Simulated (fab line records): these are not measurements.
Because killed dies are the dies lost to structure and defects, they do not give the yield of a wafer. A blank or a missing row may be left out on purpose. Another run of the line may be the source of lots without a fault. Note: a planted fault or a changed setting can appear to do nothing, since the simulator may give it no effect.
Which of the tools did it?	flow gf180mcu	7 lots with 20 wafers sampled at 2 steps, on a route of 602 steps

== WHAT THE GAUGES READ, wafer by wafer ==
GF_V5_THK_MEAS_03.
lot	measured	on	V5_CVD_02_THK (nm)
L680	day 27 12:16	film-metro-03	1450 1481 1494
L684	day 29 00:02	film-metro-02	1419 1453
L687	day 29 12:31	film-metro-03	1474 1438 1441
L689	day 30 05:11	film-metro-01	1449 1491 1504
L694	day 31 11:20	film-metro-02	1479 1474 1476
L697	day 32 01:26	film-metro-02	1438 1475 1460
L699	day 32 20:15	film-metro-01	1441 1434 1438

== TOOL THAT RAN EACH LOT (tool first, then ch and the chambers of the sampled wafers, then the start) ==
lot	GF_STI_CVD_23
L680	hdpcvd-01 ch 0,1,2, day 3 00:22
L684	hdpcvd-02 ch 0,1, day 3 18:36
L687	hdpcvd-01 ch 0,2, day 4 07:27
L689	hdpcvd-02 ch 0,2, day 4 18:04
L694	hdpcvd-02 ch 0,1, day 5 20:08
L697	hdpcvd-01 ch 1,2, day 6 09:51
L699	hdpcvd-02 ch 0,1, day 6 21:26
- GF_STI_CVD_23: deposits SiO2, target thk 650 nm, time 108.3 s.

== THE ANSWER, worked out from the rows above alone ==
Rule: the lots themselves supply what counts as usual. The widest of any qualifying gaps counts: lots, ordered by their means at a reading, are off when they make up no more than a third of the lots, leave a main group of 4 or more, and stand apart from it by 3 or more times the standard deviation of that group's means. A main group is skipped when, at the precision printed for the reading in the tables above, its means are all equal. Also off: a lot with no number at a reading for which 4 or more lots have one. Where the step has rows for the other lots, those lots are counted as sound.
Across all readings shown, no lot is off: no conclusion can be drawn from this.

== WHAT THE SIMULATOR HAD PUT IN ==
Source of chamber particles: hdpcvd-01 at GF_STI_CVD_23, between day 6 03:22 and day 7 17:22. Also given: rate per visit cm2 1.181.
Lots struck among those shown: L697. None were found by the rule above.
